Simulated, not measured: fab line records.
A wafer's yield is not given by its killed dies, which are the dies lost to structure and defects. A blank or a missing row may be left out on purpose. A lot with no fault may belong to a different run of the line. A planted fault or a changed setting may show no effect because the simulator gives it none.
Tool commonality check | flow sky130 | Sample size 10 lots and 36 wafers

== REASON IT WAS OPENED ==
2 of 10 lots carry a flag on the reading SD_N_TW at SKY_SD_N_TW_MEAS_12. Fault-free wafers read 3985, with a standard deviation of 50.
Rule: a lot is flagged when every wafer of it that has a number lies more than 4 standard deviations from that mean, or none has a number. The other lots count as sound.

lot  | measured     | on           | SD_N_TW, wafer by wafer       | flag
L364 | day 27 23:37 | filmMetro-04 | 4037 4072 4038                | 
L365 | day 28 00:49 | filmMetro-04 | 4036 4036 4019                | 
L369 | day 30 05:50 | filmMetro-04 | 4046 4050 4045                | 
L370 | day 30 09:31 | filmMetro-04 | 4028 4022 4039                | 
L371 | day 30 19:48 | filmMetro-04 | 4027 4030 4008                | 
L375 | day 32 14:23 | filmMetro-02 | 3669 3670 3661 3655 3664 3678 | FLAGGED
L378 | day 32 23:20 | filmMetro-03 | 3719 3739 3759 3731 3765 3713 | FLAGGED
L383 | day 34 03:32 | filmMetro-02 | 3911 3896 3909                | 
L384 | day 34 19:06 | filmMetro-02 | 3910 3900 3911                | 
L385 | day 35 02:41 | filmMetro-04 | 4000 4001 3988                | 
Average over the flagged lots: 3702; offset from the usual -283, equal to -6 standard deviations.

== EACH LOT AND THE TOOL IT RAN ON ==
The record holds 4 process steps before the reading, out of a route of 708 steps. Each cell gives the tool, then ch followed by the chambers the sampled wafers passed through, then the start.
lot  | flag    | SKY_LDD_LDN_STRIP_12                | SKY_POLY_CUT_ETCH_11              | SKY_SD_N_IMPLANT_09             | SKY_SD_N_STRIP_11
L364 |         | plasmaAsher-02 ch 0,1, day 23 00:10 | rieDiel-03 ch 0,3, day 24 08:21   | implanter-03 ch 0, day 27 23:14 | plasmaAsher-04 ch 0,1, day 27 23:32
L365 |         | plasmaAsher-04 ch 0,1, day 23 03:34 | rieDiel-03 ch 0,2,3, day 24 11:36 | implanter-03 ch 0, day 28 00:26 | plasmaAsher-02 ch 0,1, day 28 00:44
L369 |         | plasmaAsher-04 ch 0,1, day 25 07:31 | rieDiel-03 ch 1,2, day 26 16:25   | implanter-04 ch 0, day 30 05:26 | plasmaAsher-01 ch 0,1, day 30 05:44
L370 |         | plasmaAsher-04 ch 0,1, day 25 13:19 | rieDiel-03 ch 0,2, day 26 22:22   | implanter-04 ch 0, day 30 09:07 | plasmaAsher-02 ch 1, day 30 09:25
L371 |         | plasmaAsher-04 ch 0,1, day 26 00:26 | rieDiel-04 ch 0,2, day 27 07:14   | implanter-03 ch 0, day 30 19:25 | plasmaAsher-01 ch 0,1, day 30 19:41
L375 | FLAGGED | plasmaAsher-01 ch 0,1, day 27 06:13 | rieDiel-03 ch 0,2,3, day 29 01:45 | implanter-03 ch 0, day 32 14:02 | plasmaAsher-02 ch 0,1, day 32 14:18
L378 | FLAGGED | plasmaAsher-04 ch 0,1, day 28 06:19 | rieDiel-03 ch 1,2,3, day 29 13:24 | implanter-03 ch 0, day 32 22:56 | plasmaAsher-04 ch 0,1, day 32 23:14
L383 |         | plasmaAsher-02 ch 0,1, day 29 11:43 | rieDiel-04 ch 0,1, day 30 18:02   | implanter-04 ch 0, day 34 03:08 | plasmaAsher-01 ch 0, day 34 03:26
L384 |         | plasmaAsher-01 ch 0,1, day 30 03:46 | rieDiel-01 ch 2,3, day 31 09:15   | implanter-02 ch 0, day 34 18:43 | plasmaAsher-02 ch 0,1, day 34 18:59
L385 |         | plasmaAsher-02 ch 0, day 30 12:25   | rieDiel-03 ch 1,2,3, day 31 17:06 | implanter-04 ch 0, day 35 02:17 | plasmaAsher-02 ch 0,1, day 35 02:35
What is done by these steps:
- SKY_LDD_LDN_STRIP_12: strips in O2/N2.
- SKY_POLY_CUT_ETCH_11: etches Si3N4 in CF4/CH2F2/Ar, stops on poly-Si, time 42.5 s, target depth 60 nm.
- SKY_SD_N_IMPLANT_09
- SKY_SD_N_STRIP_11: strips in O2/N2.
- SKY_SD_N_TW_MEAS_12

== FLAGGED OVER TOTAL, TOOL BY TOOL (the gauges that took the reading come last) ==
step                 | tool           | lots run | flagged | share of the flagged lots | sound lots run after its first flagged lot
SKY_LDD_LDN_STRIP_12 | plasmaAsher-01 | 2        | 1       | some                      | 1 (L384)
SKY_LDD_LDN_STRIP_12 | plasmaAsher-02 | 3        | 0       | none                      | -
SKY_LDD_LDN_STRIP_12 | plasmaAsher-04 | 5        | 1       | some                      | 0
SKY_POLY_CUT_ETCH_11 | rieDiel-01     | 1        | 0       | none                      | -
SKY_POLY_CUT_ETCH_11 | rieDiel-03     | 7        | 2       | all                       | 1 (L385)
SKY_POLY_CUT_ETCH_11 | rieDiel-04     | 2        | 0       | none                      | -
SKY_SD_N_IMPLANT_09  | implanter-02   | 1        | 0       | none                      | -
SKY_SD_N_IMPLANT_09  | implanter-03   | 5        | 2       | all                       | 0
SKY_SD_N_IMPLANT_09  | implanter-04   | 4        | 0       | none                      | -
SKY_SD_N_STRIP_11    | plasmaAsher-01 | 3        | 0       | none                      | -
SKY_SD_N_STRIP_11    | plasmaAsher-02 | 5        | 1       | some                      | 2 (L384,L385)
SKY_SD_N_STRIP_11    | plasmaAsher-04 | 2        | 1       | some                      | 0
SKY_SD_N_TW_MEAS_12  | filmMetro-02   | 3        | 1       | some                      | 2 (L383,L384)
SKY_SD_N_TW_MEAS_12  | filmMetro-03   | 1        | 1       | some                      | 0
SKY_SD_N_TW_MEAS_12  | filmMetro-04   | 6        | 0       | none                      | -

== WHAT THE TABLE PERMITS ==
Rows of the table that ran all the flagged lots, 2 in number: rieDiel-03 at SKY_POLY_CUT_ETCH_11; implanter-03 at SKY_SD_N_IMPLANT_09.
- rieDiel-03 at SKY_POLY_CUT_ETCH_11: 2 of its 7 lots flagged. Sound lots ran on it after the first flagged one (L385), which a lasting fault on the whole tool wouldn't allow.
- implanter-03 at SKY_SD_N_IMPLANT_09: 2 of its 5 lots flagged. Its last sound lot is L371 (day 30 19:25), its first flagged lot L375 (day 32 14:02): a fault that began between those two fits. Its own readings (beamEnergyKeV) fall more than 4 standard deviations out on all wafers of the flagged lots.
implanter-03 at SKY_SD_N_IMPLANT_09 is the single tool remaining.

== WHAT THE SIMULATOR PUT IN ==
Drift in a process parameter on implanter-03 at SKY_SD_N_IMPLANT_09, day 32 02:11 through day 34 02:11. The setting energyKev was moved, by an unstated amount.
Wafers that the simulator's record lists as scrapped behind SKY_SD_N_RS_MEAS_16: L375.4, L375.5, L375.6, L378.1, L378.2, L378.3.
Lots struck among those shown: L375, L378. This agrees with what the rule above found.
